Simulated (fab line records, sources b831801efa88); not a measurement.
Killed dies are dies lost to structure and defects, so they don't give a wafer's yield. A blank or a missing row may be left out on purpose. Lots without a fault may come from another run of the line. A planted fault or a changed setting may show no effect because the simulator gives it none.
A struck lot beside a sound one | flow sky130 | 17 steps out of a route of 708
Sound: wafers L909.2, L909.3, L909.6. Struck: wafers L918.1, L918.4. (L918.2 of the same lot was not struck and is left out.) The cause comes at the end.
At each step with rows: each side's tool, then ch and its chambers, then its first start. Under that, the readings that differ: sound wafers | struck wafers | difference of the means | sigmas: that difference in standard deviations of wafers without a fault.
alike: readings whose means differ by less than 2 such deviations, and words and numbers that are the same on both sides. not compared: withheld readings, readings that some wafer has no value for, bounds like >300 that may hide the same value, and numbers for which the record gives no deviation and whose values overlap.
The two part at a step that has a row with sigmas, a row that says differs or no value, or rows on one side only. Numbers that don't overlap but have no deviation are shown without sigmas and don't part them. A reading that every wafer of one side lacks parts them only if that side has two wafers or more.

SKY_FIELD_ISO_THK_MEAS_02:
  sound on film_metro-03, day 1 14:31; struck on film_metro-03, day 3 09:42
  alike: FIELD_ISO_OXIDATION_00_THK
then, 1 step without rows for these wafers: SKY_FIELD_ISO_CVD_03 (deposits Si3N4 from DCS/NH3, target thk 165 nm, time 2830 s).
SKY_FIELD_ISO_THK_MEAS_04:
  sound on film_metro-01, day 1 17:15; struck on film_metro-03, day 3 11:33
  reading                   | sound             | struck      | difference | sigmas
  FIELD_ISO_CVD_03_THK (nm) | 166.5 166.3 168.8 | 163.2 163.0 | -4.1       | -2
then, 8 steps without rows for these wafers: SKY_FIELD_ISO_DEHYDRATE_05 (time 60 s); SKY_FIELD_ISO_HMDS_06 (prime time 60 s); SKY_FIELD_ISO_COAT_07 (resist thk 60 nm); SKY_FIELD_ISO_COAT_08 (resist thk 450 nm); SKY_FIELD_ISO_SOFTBAKE_09 (time 90 s); SKY_FIELD_ISO_EXPOSE_10 (exposes mask FOM, target cd 150 nm); SKY_FIELD_ISO_PEB_11; SKY_FIELD_ISO_DEVELOP_12 (develop time 60 s).
SKY_FIELD_ISO_CD_MEAS_13: target cd 150 nm.
  sound on cd_sem-02, day 2 07:39; struck on cd_sem-02, day 4 03:14
  alike: cd_nm
SKY_FIELD_ISO_ETCH_14: etches BARC in N2/H2, stops on SiO2, time 45.9 s, target depth 60 nm.
  sound on rie_diel-01 ch 2,3, day 2 07:45; struck on rie_diel-04 ch 1,2, day 4 03:22
  reading                                          | sound             | struck      | difference                    | sigmas
  oes_product_au (a.u.)                            | 0.857 0.856 0.853 | 0.998 0.999 | +0.143                        | +29
  rf_fwd_power_W (W)                               | 491.7 493.7 493.5 | - -         | no value on the struck wafers |
  run_length_s (s)                                 | 73.7 74.2 74.0    | 47.0 45.7   | -27.6                         | -59
  model.etch.depth_nm (nm)                         | 60.07 60.17 60.11 | 30.83 30.77 | -29.32                        |
  model.KrF-thick_of_FIELD_ISO_COAT_08.thk_nm (nm) | 393.2 393.6 394.1 | 417 418.3   | +24                           |
  model.FIELD_ISO.cd_nm (nm)                       | 148.5 151.4 150.1 | 156 153.2   | +5                            |
  alike: drypump_motor_current_A, h2_flow_sccm, throttle_valve_pct
  not compared: rf_hours_counter_h
SKY_FIELD_ISO_ETCH_15: etches the open film in CHF3/O2, stops on Si, target depth 180 nm, time 72 s.
  sound on rie_diel-01 ch 2,3, day 2 07:47; struck on rie_diel-04 ch 1,2, day 4 03:24
  reading                                          | sound             | struck      | difference | sigmas
  oes_product_au (a.u.)                            | 0.949 0.948 0.961 | 0.378 0.371 | -0.578     | -79
  throttle_valve_pct (%)                           | 8.844 8.852 8.833 | 8.674 8.679 | -0.166     | -19
  model.KrF-thick_of_FIELD_ISO_COAT_08.thk_nm (nm) | 236.6 237.9 237.5 | 260.6 263.8 | +24.9      |
  alike: drypump_motor_current_A, rf_fwd_power_W, run_length_s
  not compared: rf_hours_counter_h
SKY_FIELD_ISO_STRIP_16: strips in O2/N2.
  sound on plasma_asher-01 ch 0, day 2 07:51; struck on plasma_asher-03 ch 0,1, day 4 03:28
  reading                      | sound             | struck      | difference | sigmas
  strip_time_to_endpoint_s (s) | 3.556 3.558 3.547 | 3.793 3.837 | +0.261     | +10
  alike: drypump_motor_current_A, oes_product_au
  not compared: rf_hours_counter_h
SKY_FIELD_ISO_ETCH_17: etches Si in HBr/Cl2/O2, target depth 342 nm, time 97.7 s.
  sound on rie_si-02 ch 0,2,3, day 2 07:57; struck on rie_si-01 ch 2,3, day 4 03:34
  reading                    | sound             | struck      | difference | sigmas
  model.FIELD_ISO.cd_nm (nm) | 148.5 152.1 150.4 | 155.9 152.7 | +4.0       |
  alike: drypump_motor_current_A, oes_product_au, rf_fwd_power_W, run_length_s, throttle_valve_pct
  not compared: rf_hours_counter_h
then, 1 step without rows for these wafers: SKY_FIELD_ISO_WET_ETCH_18 (etches Si3N4 in H3PO4, target depth 25 nm, time 286 s).

WHERE THEY PART
First at SKY_FIELD_ISO_THK_MEAS_04; last, within this record, at SKY_FIELD_ISO_STRIP_16. Later steps at which nothing parts them and some readings are alike: SKY_FIELD_ISO_ETCH_17.

WHY: what the simulator had put in
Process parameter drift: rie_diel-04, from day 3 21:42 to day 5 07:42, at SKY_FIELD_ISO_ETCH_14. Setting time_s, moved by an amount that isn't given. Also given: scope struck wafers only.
